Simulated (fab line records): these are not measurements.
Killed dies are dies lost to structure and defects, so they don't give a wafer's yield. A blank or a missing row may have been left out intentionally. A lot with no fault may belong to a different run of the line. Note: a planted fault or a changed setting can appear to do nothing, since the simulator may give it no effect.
Matching of chambers	flow sfq line	SFQ_TRILAYER_A5B_CMP_CMP_130 on cmp-01 has 4 sister chambers
The step polishes, stops on Nb, target thk 340.7 nm. 8 wafers are shown with their chamber, then 8 later ones without.

WAFERS, EACH WITH ITS CHAMBER
wafer	chamber	motor current A (A)
L422.2	2	10.0
L431.2	2	9.4
L431.3	3	10.1
L431.6	1	10.8
L435.3	0	9.9
L435.5	3	9.2
L435.6	0	9.7
L436.3	1	10.6

WAFERS WITHOUT THEIR CHAMBER
wafer	motor current A (A)
L436.4	9.5
L436.5	9.8
L437.1	9.8
L437.3	11.2
L437.6	9.8
L439.1	9.7
L439.4	10.5
L439.5	9.8

WHICH CHAMBER EACH WENT THROUGH
wafer	from the rows above	in truth
L436.4	can't be placed: 3 or 2 or 0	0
L436.5	can't be placed: 0 or 2 or 3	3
L437.1	can't be placed: 0 or 2 or 3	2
L437.3	1	1
L437.6	can't be placed: 0 or 2 or 3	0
L439.1	can't be placed: 2 or 3 or 0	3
L439.4	can't be placed: 1 or 0 or 2 or 3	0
L439.5	can't be placed: 0 or 2 or 3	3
Correctly placed: 1 of 8. Not placeable from these rows: 7 (in 7, the candidates include the true chamber). Number placed wrongly: 0.
How it was worked out, from the rows above alone: a wafer's distance from a chamber is the root of the sum, over the readings, of the square of ((its reading less the chamber's mean) divided by the reading's scatter). If the next closest chamber is less than 2 further off than the closest, the wafer can't be placed; otherwise it belongs to the closest. A chamber's mean is the mean of its shown wafers. The scatter: take each reading less its chamber's mean, square it, sum over the shown wafers, divide by the number of wafers less the number of chambers, and take the root.
